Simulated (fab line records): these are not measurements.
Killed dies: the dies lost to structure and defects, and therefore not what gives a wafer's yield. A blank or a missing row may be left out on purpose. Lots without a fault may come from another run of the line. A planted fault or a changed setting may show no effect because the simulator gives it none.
Matching of chambers || flow sky130 || SKY_PASSIVATION_CVD_02 on pecvd-02: 3 sister chambers
The step deposits Si3N4, target thk 540 nm. 3 wafers are shown with their chamber, then 7 later ones without.

== EACH WAFER AND ITS CHAMBER ==
{"wafer": "L940.1", "chamber": 0, "heaterPowerW (W)": 529}
{"wafer": "L940.4", "chamber": 2, "heaterPowerW (W)": 745}
{"wafer": "L941.5", "chamber": 1, "heaterPowerW (W)": 766}

== WAFERS WITH NO CHAMBER GIVEN ==
{"wafer": "L941.6", "heaterPowerW (W)": 516}
{"wafer": "L942.1", "heaterPowerW (W)": 661}
{"wafer": "L942.3", "heaterPowerW (W)": 851}
{"wafer": "L942.5", "heaterPowerW (W)": 708}
{"wafer": "L946.1", "heaterPowerW (W)": 781}
{"wafer": "L946.4", "heaterPowerW (W)": 606}
{"wafer": "L946.6", "heaterPowerW (W)": 636}

== WHICH CHAMBER EACH ONE RAN IN ==
{"wafer": "L941.6", "from the rows above": 0, "in truth": 0}
{"wafer": "L942.1", "from the rows above": "can't be placed: 2 or 1 or 0", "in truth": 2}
{"wafer": "L942.3", "from the rows above": "can't be placed: 1 or 2", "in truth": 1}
{"wafer": "L942.5", "from the rows above": "can't be placed: 2 or 1", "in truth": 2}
{"wafer": "L946.1", "from the rows above": "can't be placed: 1 or 2", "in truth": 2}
{"wafer": "L946.4", "from the rows above": "can't be placed: 0 or 2 or 1", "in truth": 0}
{"wafer": "L946.6", "from the rows above": "can't be placed: 0 or 2 or 1", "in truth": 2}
Correctly placed: 1 of 7. Not placeable from these rows: 6 (in 6, the candidates include the true chamber). Wrongly placed: 0.
How it was worked out, from the rows above alone: a wafer's distance from a chamber is the root of the sum, over the readings, of the square of ((its reading less the chamber's mean) divided by the reading's scatter). The wafer belongs to the nearest chamber; if the next one is less than 2 further off, it can't be placed. A chamber's mean is the mean of its shown wafers. The scatter (one wafer shown for each chamber): square how far every hidden wafer sits from the nearest shown wafer, average those squares and take the square root.
